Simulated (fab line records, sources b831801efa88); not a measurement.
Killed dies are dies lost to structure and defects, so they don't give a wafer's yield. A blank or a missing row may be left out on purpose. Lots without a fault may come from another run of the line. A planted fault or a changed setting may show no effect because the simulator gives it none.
Which tool did it? | flow gf180mcu | 13 lots, 39 wafers sampled, at 6 steps of a route of 602

WHAT THE GAUGES READ, wafer by wafer
GF_VT_IMPLANT_OVL_MEAS_29. Usual: VT_IMPLANT_02_OVL 0.0 nm, standard deviation 1.4.
lot  | measured     | on         | VT_IMPLANT_02_OVL (nm) | flag
L765 | day 7 04:11  | overlay-02 | 1.3 1.3 2.6            |
L766 | day 7 11:23  | overlay-01 | -0.9 -1.5 -1.1         |
L767 | day 7 13:44  | overlay-02 | 1.5 2.0 2.7            |
L768 | day 8 00:41  | overlay-01 | -3.0 -3.4 -1.7         |
L769 | day 8 04:56  | overlay-01 | -0.5 -1.4 0.2          |
L770 | day 8 10:23  | overlay-02 | 1.1 1.2 -0.2           |
L778 | day 10 20:20 | overlay-01 | 2.1 3.1 1.9            |
L780 | day 11 05:50 | overlay-02 | -0.5 -1.0 0.1          |
L781 | day 11 17:05 | overlay-02 | 1.0 -0.8 0.1           |
L782 | day 11 17:11 | overlay-01 | -1.3 -0.2 0.4          |
L784 | day 12 08:41 | overlay-02 | 2.2 0.8 -0.1           |
L787 | day 13 02:25 | overlay-02 | 0.7 -0.6 -1.2          |
L786 | day 13 03:14 | overlay-01 | 0.3 1.0 -0.7           |

GF_VT_IMPLANT_RS_MEAS_46: measures by four-point-probe. Usual: MVSD_RS 456.6 ohm/sq, standard deviation 1.3.
lot  | measured     | on            | MVSD_RS (ohm/sq)  | flag
L765 | day 7 21:02  | film_metro-03 | 457.6 456.6 458.4 |
L766 | day 8 04:25  | film_metro-01 | 457.1 456.4 455.9 |
L767 | day 8 06:29  | film_metro-02 | 457.4 458.3 457.8 |
L768 | day 8 17:46  | film_metro-01 | 457.4 455.9 457.2 |
L769 | day 8 21:53  | film_metro-02 | 458.8 457.7 457.3 |
L770 | day 9 03:41  | film_metro-03 | 457.0 457.3 456.1 |
L778 | day 11 14:50 | film_metro-01 | 457.9 456.5 456.5 |
L780 | day 12 00:29 | film_metro-02 | 458.3 457.4 457.2 |
L781 | day 12 12:22 | film_metro-01 | 455.1 457.1 456.5 |
L782 | day 12 12:38 | film_metro-03 | 455.6 456.1 454.8 |
L784 | day 13 05:23 | film_metro-02 | 456.5 456.7 458.4 |
L787 | day 13 23:10 | film_metro-02 | 456.5 458.4 458.4 |
L786 | day 13 23:53 | film_metro-03 | 456.3 456.5 456.5 |

GF_HV_LDD_TW_MEAS_11. Usual: HV_LDD_TW 2441, standard deviation 28.
lot  | measured     | on            | HV_LDD_TW      | flag
L765 | day 10 07:29 | film_metro-03 | 2472 2465 2480 |
L766 | day 10 16:01 | film_metro-01 | 2438 2444 2449 |
L767 | day 10 19:02 | film_metro-01 | 2446 2452 2437 |
L768 | day 11 07:06 | film_metro-03 | 2467 2476 2473 |
L769 | day 11 13:22 | film_metro-02 | 2391 2402 2397 |
L770 | day 11 18:03 | film_metro-02 | 2392 2394 2399 |
L778 | day 14 14:24 | film_metro-01 | 2208 2222 2206 | OFF
L780 | day 14 20:32 | film_metro-02 | 2180 2181 2189 | OFF
L781 | day 15 09:44 | film_metro-01 | 2423 2414 2407 |
L782 | day 15 12:53 | film_metro-03 | 2489 2477 2466 |
L784 | day 16 04:30 | film_metro-03 | 2471 2462 2467 |
L787 | day 16 23:02 | film_metro-03 | 2469 2462 2474 |
L786 | day 17 02:32 | film_metro-02 | 2413 2425 2415 |

GF_HV_LDD_OVL_MEAS_32. Usual: HV_LDD_02_OVL 0.1 nm, standard deviation 1.5.
lot  | measured     | on         | HV_LDD_02_OVL (nm) | flag
L765 | day 11 20:10 | overlay-01 | -3.7 -1.8 -2.5     |
L766 | day 12 05:52 | overlay-01 | -1.2 -1.7 -1.5     |
L767 | day 12 08:34 | overlay-01 | 0.5 0.0 2.5        |
L768 | day 12 20:52 | overlay-02 | 1.0 0.3 -0.5       |
L769 | day 13 04:40 | overlay-02 | -1.1 -2.3 -1.7     |
L770 | day 13 08:45 | overlay-02 | 0.8 3.3 0.8        |
L778 | day 16 10:05 | overlay-01 | 0.2 0.4 -1.2       |
L780 | day 16 16:30 | overlay-01 | -0.3 -1.4 -0.9     |
L781 | day 17 07:08 | overlay-01 | -0.8 0.0 -0.1      |
L782 | day 17 10:31 | overlay-02 | 2.2 0.8 2.2        |
L784 | day 18 02:25 | overlay-02 | 2.0 1.2 2.0        |
L787 | day 18 21:45 | overlay-02 | 1.4 0.9 1.0        |
L786 | day 19 02:32 | overlay-02 | -0.7 -0.2 0.1      |

GF_HV_LDD_RS_MEAS_53: measures by four-point-probe. Usual: HV_LDD_RS 417.9 ohm/sq, standard deviation 0.89.
lot  | measured     | on            | HV_LDD_RS (ohm/sq) | flag
L765 | day 12 15:40 | film_metro-03 | 418.6 417.9 416.7  |
L766 | day 13 02:07 | film_metro-02 | 418.3 417.9 416.6  |
L767 | day 13 06:01 | film_metro-03 | 416.7 417.3 417.1  |
L768 | day 13 18:14 | film_metro-03 | 418.0 418.9 417.6  |
L769 | day 14 01:46 | film_metro-03 | 417.5 416.5 418.1  |
L770 | day 14 06:05 | film_metro-02 | 417.8 419.1 418.0  |
L778 | day 17 10:10 | film_metro-02 | 395.3 394.8 394.5  | OFF
L780 | day 17 16:49 | film_metro-02 | 395.4 394.2 393.6  | OFF
L781 | day 18 08:13 | film_metro-01 | 416.9 418.6 419.3  |
L782 | day 18 11:02 | film_metro-01 | 418.3 418.8 418.2  |
L784 | day 19 03:56 | film_metro-01 | 418.5 417.6 416.3  |
L787 | day 19 23:13 | film_metro-02 | 417.6 417.1 417.0  |
L786 | day 20 04:34 | film_metro-02 | 417.4 417.6 417.2  |

WHICH TOOL RAN EACH LOT (tool, then ch and the chambers of the sampled wafers, then the start)
lot  | GF_HV_LDD_IMPLANT_09
L765 | implanter-03 ch 0, day 10 07:14
L766 | implanter-02 ch 0, day 10 15:47
L767 | implanter-02 ch 0, day 10 18:48
L768 | implanter-01 ch 0, day 11 06:53
L769 | implanter-02 ch 0, day 11 13:07
L770 | implanter-03 ch 0, day 11 17:49
L778 | implanter-02 ch 0, day 14 14:10
L780 | implanter-02 ch 0, day 14 20:17
L781 | implanter-01 ch 0, day 15 09:29
L782 | implanter-03 ch 0, day 15 12:39
L784 | implanter-01 ch 0, day 16 04:16
L787 | implanter-01 ch 0, day 16 22:47
L786 | implanter-03 ch 0, day 17 02:17
- GF_HV_LDD_IMPLANT_09

WHAT THE TOOLS THEMSELVES READ (means of the sampled wafers that have a number; where no wafer has one, the mark that the record gives instead)
GF_HV_LDD_IMPLANT_09. Usual: tilt_deg 6.997 degrees, standard deviation 0.019.
lot  | tool         | tilt_deg (degrees) | flag
L765 | implanter-03 | 7.019              |
L766 | implanter-02 | 6.992              |
L767 | implanter-02 | 6.977              |
L768 | implanter-01 | 6.998              |
L769 | implanter-02 | 7.007              |
L770 | implanter-03 | 6.984              |
L778 | implanter-02 | -0.020             | OFF
L780 | implanter-02 | -0.021             | OFF
L781 | implanter-01 | 6.991              |
L782 | implanter-03 | 7.006              |
L784 | implanter-01 | 7.018              |
L787 | implanter-01 | 6.992              |
L786 | implanter-03 | 6.973              |

THE ANSWER, worked out from the rows above alone
Rule: a lot is off if the mean of its wafers that have a number lies more than 3 standard deviations from the usual mean. A lot without any number at a reading at which 4 lots or more have one is off too. The other lots that the step has rows for count as sound. The gauges are gone through in route order, then the tools' own readings, and for those a lot's mean is taken as printed above. The first step at which some lot is off is used, and at that step the reading that is off furthest; a lot without a number counts as furthest.
Off: L778, L780, at GF_HV_LDD_TW_MEAS_11 (HV_LDD_TW).
A tool fits if, at a process step before that reading, it ran every lot that is off, and no sound lot after the first of them. The gauges at GF_HV_LDD_TW_MEAS_11 aren't tried: what is off there is off at GF_HV_LDD_IMPLANT_09 too, on other tools, and a gauge's error can't cause that. One fits: implanter-02 at GF_HV_LDD_IMPLANT_09. Its last sound lot is L769 (day 11 13:07), its first lot that is off L778 (day 14 14:10): a fault that began between those two fits.
The tool's own readings at GF_HV_LDD_IMPLANT_09 bear it out: on the lots that are off they differ by more than 5 times the standard deviation of the sound lots' means. tilt_deg reads -0.021 degrees there against 6.996 degrees on the sound lots.

WHAT THE SIMULATOR HAD PUT IN
Process parameter drift: implanter-02, from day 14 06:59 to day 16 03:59, at GF_HV_LDD_IMPLANT_09. Setting tilt_deg, moved by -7, from 7. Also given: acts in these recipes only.
Lots struck among those shown: L778, L780. The rule above found the same.
